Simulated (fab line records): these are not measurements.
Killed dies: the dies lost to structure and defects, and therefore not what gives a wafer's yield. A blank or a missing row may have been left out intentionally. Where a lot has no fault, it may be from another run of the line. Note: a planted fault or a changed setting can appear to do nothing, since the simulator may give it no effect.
Which tool did it? -- flow sky130 -- 33 wafers from 11 lots sampled at 5 of the route's 708 steps

## WHAT EACH GAUGE READ, for each wafer
SKY_METAL3_CD_MEAS_13: the cd target is 300 nm. Usual: cd_nm reads 299.8 nm (standard deviation 1.5).
lot,measured,on,cd_nm (nm),flag
L311,day 38 21:25,cd_sem-02,300.6 299.8 299.3,
L313,day 39 10:51,cd_sem-01,299.5 299.2 300.0,
L314,day 39 18:25,cd_sem-01,300.7 301.4 301.3,
L317,day 40 22:44,cd_sem-01,302.5 301.7 301.3,
L318,day 41 01:16,cd_sem-01,300.4 299.8 299.1,
L323,day 42 08:54,cd_sem-01,298.3 297.8 298.0,
L325,day 43 02:28,cd_sem-02,301.8 301.1 301.7,
L326,day 43 03:57,cd_sem-02,301.2 300.1 300.5,
L327,day 43 04:25,cd_sem-01,300.9 302.2 299.8,
L332,day 44 22:52,cd_sem-01,302.6 301.7 302.0,
L334,day 45 05:48,cd_sem-02,299.5 300.7 299.2,

SKY_CAP2M_THK_MEAS_01. Usual: CAP2M_CVD_00_THK 15.54 nm, standard deviation 0.23.
lot,measured,on,CAP2M_CVD_00_THK (nm),flag
L311,day 40 02:02,film_metro-03,15.43 15.97 15.63,
L313,day 40 15:15,film_metro-01,15.55 16.09 15.84,
L314,day 40 21:54,film_metro-03,15.56 15.27 15.47,
L317,day 42 02:56,film_metro-01,15.44 15.42 15.60,
L318,day 42 05:18,film_metro-03,15.61 15.54 15.72,
L323,day 43 10:43,film_metro-01,15.47 15.32 15.43,
L325,day 44 04:25,film_metro-01,15.44 15.58 22.90,OFF
L326,day 44 05:47,film_metro-02,15.54 15.38 15.78,
L327,day 44 06:50,film_metro-02,15.56 15.65 23.03,OFF
L332,day 46 00:05,film_metro-02,15.52 15.65 15.62,
L334,day 46 07:35,film_metro-02,15.24 15.37 15.64,

SKY_CAP2M_OVL_MEAS_12. Usual: CAP2M_OVL 0.1 nm, standard deviation 2.
lot,measured,on,CAP2M_OVL (nm),flag
L311,day 41 02:45,overlay-02,-1.4 -1.3 1.1,
L313,day 41 15:41,overlay-01,2.3 -0.5 2.7,
L314,day 41 21:26,overlay-02,1.2 1.8 0.2,
L317,day 43 02:05,overlay-02,1.5 2.9 3.7,
L318,day 43 05:23,overlay-01,-3.8 -4.8 -3.6,
L323,day 44 09:23,overlay-01,0.7 1.4 0.7,
L325,day 45 02:18,overlay-01,1.0 -0.7 0.6,
L326,day 45 03:29,overlay-01,2.1 3.5 1.3,
L327,day 45 04:49,overlay-02,1.7 2.8 0.6,
L332,day 46 20:57,overlay-02,-0.5 -3.0 -2.3,
L334,day 47 03:42,overlay-02,1.5 0.5 1.2,

## WHAT TOOL EACH LOT RAN ON (gives the tool, then ch and the chambers of the sampled wafers, and finally the start)
lot,SKY_METAL3_METAL_ETCH_18,SKY_CAP2M_CVD_00
L311,"rie_metal-04 ch 0,1, day 38 21:50","pecvd-02 ch 1,2, day 40 02:00"
L313,"rie_metal-02 ch 0,1, day 39 11:09","pecvd-01 ch 0,1,2, day 40 15:14"
L314,"rie_metal-04 ch 0,1, day 39 18:42","pecvd-04 ch 0,1,2, day 40 21:52"
L317,"rie_metal-04 ch 0,1, day 40 23:02","pecvd-04 ch 1,2, day 42 02:55"
L318,"rie_metal-04 ch 1, day 41 01:33","pecvd-02 ch 0,1, day 42 05:16"
L323,"rie_metal-03 ch 1, day 42 09:11","pecvd-02 ch 1,2, day 43 10:41"
L325,"rie_metal-04 ch 0,1, day 43 02:45","pecvd-02 ch 1,2, day 44 04:23"
L326,"rie_metal-04 ch 0,1, day 43 04:15","pecvd-01 ch 0,1, day 44 05:46"
L327,"rie_metal-03 ch 0,1, day 43 04:43","pecvd-02 ch 0,1,2, day 44 06:47"
L332,"rie_metal-02 ch 0, day 44 23:26","pecvd-04 ch 0, day 46 00:02"
L334,"rie_metal-02 ch 0, day 45 06:19","pecvd-01 ch 0,1, day 46 07:34"
- SKY_METAL3_METAL_ETCH_18: etches the open film in Cl2/BCl3, stops on SiO2, target depth 845 nm, time 183.1 s.
- SKY_CAP2M_CVD_00: deposits SiO2, target thk 15.5 nm.

## WHAT THE TOOLS THEMSELVES READ (means of the sampled wafers that have a number; where no wafer has one, the mark that the record gives instead)
SKY_METAL3_METAL_ETCH_18. Usual: drypump_motor_current_A 5.91 A, standard deviation 0.25; oes_product_au 0.867 a.u., standard deviation 0.0074; throttle_valve_pct 22.264 %, standard deviation 0.01.
lot,tool,drypump_motor_current_A (A),oes_product_au (a.u.),throttle_valve_pct (%),flag
L311,rie_metal-04,5.77,0.872,22.260,
L313,rie_metal-02,5.83,0.872,22.267,
L314,rie_metal-04,5.76,0.862,22.264,
L317,rie_metal-04,5.77,0.871,22.266,
L318,rie_metal-04,5.83,0.861,22.265,
L323,rie_metal-03,6.43,0.859,22.260,
L325,rie_metal-04,5.80,0.868,22.269,
L326,rie_metal-04,5.81,0.861,22.261,
L327,rie_metal-03,6.25,0.871,22.257,
L332,rie_metal-02,6.00,0.868,22.264,
L334,rie_metal-02,5.96,0.863,22.256,

SKY_CAP2M_CVD_00. Usual: heater_power_w reads 682 W (standard deviation 73).
lot,tool,heater_power_w (W),flag
L311,pecvd-02,684,
L313,pecvd-01,670,
L314,pecvd-04,739,
L317,pecvd-04,674,
L318,pecvd-02,609,
L323,pecvd-02,671,
L325,pecvd-02,689,
L326,pecvd-01,667,
L327,pecvd-02,731,
L332,pecvd-04,728,
L334,pecvd-01,575,

## THE ANSWER, worked out from the rows above alone
Rule: a lot counts as off when the mean over its wafers that have a number is more than 3 standard deviations away from the usual mean. A lot without any number at a reading at which 4 lots or more have one is off too. Where the step has rows for the other lots, those lots are counted as sound. The gauges are gone through in route order, then the tools' own readings, and for those a lot's mean is taken as printed above. The first step at which some lot is off is used, and at that step the reading that is off furthest; a lot without a number counts as furthest.
Off: L325, L327, seen at SKY_CAP2M_THK_MEAS_01 (CAP2M_CVD_00_THK).
If a tool, at a process step before that reading, ran all the lots that are off and no sound lot after the first of them, it fits. The gauges at SKY_CAP2M_THK_MEAS_01 are tried like those tools. One fits: SKY_CAP2M_CVD_00 on pecvd-02. A fault onset in the window from L323 (day 43 10:41, its last sound lot) to L325 (day 44 04:23, its first lot off) fits.

## WHAT THE SIMULATOR PUT IN
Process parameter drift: pecvd-02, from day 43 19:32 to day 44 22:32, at SKY_CAP2M_CVD_00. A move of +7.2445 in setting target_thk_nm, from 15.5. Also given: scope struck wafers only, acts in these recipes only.
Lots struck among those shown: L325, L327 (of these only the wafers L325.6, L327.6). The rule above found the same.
